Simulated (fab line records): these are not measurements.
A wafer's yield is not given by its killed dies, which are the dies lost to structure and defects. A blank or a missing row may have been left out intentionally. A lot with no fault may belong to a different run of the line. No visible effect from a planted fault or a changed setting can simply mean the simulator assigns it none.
Split-lot study + flow sfq line + 23 wafers read across 5 lots, on a route 325 steps long

== THE SPLIT ==
At SFQ_TRILAYER_I0_CMP_CMP_028 (polishes SiO2), the setting leave above ref nm was moved away from the recipe's 200 nm on 4 of the 23 wafers read, by -6.9% to -5.9%. For the rest of the wafers, this setting stayed at what the recipe calls for.

== FROM THE SPLIT TO THE READING: what the file shows between them, 4 steps ==
- SFQ_TRILAYER_I0_METRO_MEASURE_029
- SFQ_TRILAYER_I0_VIA_LITHO_COAT_036: resist thk 62 nm
- SFQ_TRILAYER_I0_VIA_LITHO_COAT_031: resist thk 650 nm
- SFQ_TRILAYER_I0_VIA_BARC_OPEN_VIA_ETCH_046: etches BARC in O2, target depth 125 nm, time 41.7 s

== THE READING ==
oes product au, in a.u., at SFQ_TRILAYER_I0_VIA_ETCH_VIA_ETCH_034 (etches SiO2 in CHF3, stops on Nb, target depth 260 nm). On this fab line, fault-free wafers typically give 0.854 a.u. with a standard deviation of 0.0051 a.u.

| wafer  | tool, chamber at the split | leave above ref nm as run, nm | against the recipe | oes product au, a.u. | against lot-mates on the recipe |
|--------|----------------------------|-------------------------------|--------------------|----------------------|---------------------------------|
| L074.1 | cmp-01, 2                  | 200                           | recipe             | 0.851                | -                               |
| L074.2 | cmp-01, 0                  | 200                           | recipe             | 0.848                | -                               |
| L074.5 | cmp-01, 3                  | 200                           | recipe             | 0.858                | -                               |
| L075.1 | cmp-01, 1                  | 200                           | recipe             | 0.852                | -                               |
| L075.2 | cmp-01, 2                  | 200                           | recipe             | 0.854                | -                               |
| L075.3 | cmp-01, 3                  | 200                           | recipe             | 0.853                | -                               |
| L075.5 | cmp-01, 2                  | 200                           | recipe             | 0.856                | -                               |
| L075.6 | cmp-01, 3                  | 200                           | recipe             | 0.851                | -                               |
| L079.1 | cmp-02, 3                  | 200                           | recipe             | 0.854                | -                               |
| L079.3 | cmp-02, 1                  | 200                           | recipe             | 0.853                | -                               |
| L079.4 | cmp-02, 0                  | 188.1                         | -5.9%              | 0.824                | -0.030                          |
| L079.5 | cmp-02, 0                  | 188.1                         | -5.9%              | 0.827                | -0.027                          |
| L079.6 | cmp-02, 1                  | 200                           | recipe             | 0.855                | -                               |
| L080.1 | cmp-01, 2                  | 200                           | recipe             | 0.858                | -                               |
| L080.2 | cmp-01, 0                  | 186.2                         | -6.9%              | 0.819                | -0.037                          |
| L080.3 | cmp-01, 3                  | 200                           | recipe             | 0.857                | -                               |
| L080.4 | cmp-01, 1                  | 200                           | recipe             | 0.852                | -                               |
| L080.5 | cmp-01, 1                  | 186.2                         | -6.9%              | 0.822                | -0.034                          |
| L082.1 | cmp-01, 2                  | 200                           | recipe             | 0.854                | -                               |
| L082.2 | cmp-01, 1                  | 200                           | recipe             | 0.851                | -                               |
| L082.3 | cmp-01, 3                  | 200                           | recipe             | 0.856                | -                               |
| L082.4 | cmp-01, 0                  | 200                           | recipe             | 0.847                | -                               |
| L082.6 | cmp-01, 0                  | 200                           | recipe             | 0.850                | -                               |

THE FIT
A straight line over all 23 wafers: oes product au changes by +0.0047 a.u. for each +1% of leave above ref nm; r = +0.97; the points scatter about the line by 0.003 a.u.
The same after taking each lot's own level away (the mean of its wafers on the recipe; 23 wafers): +0.00497 a.u. for each +1%; r = +0.98; scatter 0.0027 a.u.
On that fit, the largest move of leave above ref nm shifts the reading by 0.034 a.u.
The lots' own levels span 0.8516 to 0.8557 a.u., that is 0.8 times the standard deviation above.
The two slopes are in agreement: the lot-to-lot level therefore moves the slope only a little.
Check: with one of the wafers moved furthest among these (-6.9%) left out of the fit, the line predicts -0.0333 a.u. for it against its lot-mates. Against them it came out at -0.0367 a.u.

== THESE WAFERS: OTHER SPLITS ==
These wafers also went through other splits before the reading. Each is held against what the fit with the lots' levels taken away leaves over:
| other split on the same wafers               | wafers away from the commonest value | r with oes product au (lot level and that fit taken away) |
|----------------------------------------------|--------------------------------------|-----------------------------------------------------------|
| SFQ_TRILAYER_L0_LITHO_COAT_005 resist thk nm | 10                                   | +0.05                                                     |
| SFQ_TRILAYER_L0_VIA_LITHO_PEB_016 peb temp c | 10                                   | +0.20                                                     |
| SFQ_TRILAYER_M0_DEP_SPUTTER_019 time s       | 9                                    | -0.07                                                     |

== THE WHOLE CHAIN: every reading that the file lists as answering this split, in the file's order ==
| step                                  | what it does                                          | reading                                                                                   | change (the file's fit)                   | r (the file's) |
|---------------------------------------|-------------------------------------------------------|-------------------------------------------------------------------------------------------|-------------------------------------------|----------------|
| SFQ_TRILAYER_I0_CMP_CMP_028           | polishes SiO2                                         | SiO2_of_TRILAYER_I0_DEP_PECVD_027.thk nm (the simulator's own value, which no gauge read) | +2.05 nm for each +1% of the setting      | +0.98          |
| SFQ_TRILAYER_I0_METRO_MEASURE_029     |                                                       | thk nm                                                                                    | +2.05 nm for each +1% of the setting      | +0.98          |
| SFQ_TRILAYER_I0_VIA_ETCH_VIA_ETCH_034 | etches SiO2 in CHF3, stops on Nb, target depth 260 nm | oes product au                                                                            | +0.00496 a.u. for each +1% of the setting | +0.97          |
| SFQ_TRILAYER_I0_VIA_ETCH_VIA_ETCH_034 | etches SiO2 in CHF3, stops on Nb, target depth 260 nm | etch.depth nm (the simulator's own value, which no gauge read)                            | +1.93 nm for each +1% of the setting      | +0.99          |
| SFQ_TRILAYER_I0_VIA_ETCH_VIA_ETCH_034 | etches SiO2 in CHF3, stops on Nb, target depth 260 nm | I0.feature depth nm (the simulator's own value, which no gauge read)                      | +2.05 nm for each +1% of the setting      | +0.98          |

== THE FILE'S OWN FIT ==
oes product au changes by +0.00496 a.u. for each +1% of leave above ref nm, r = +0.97.
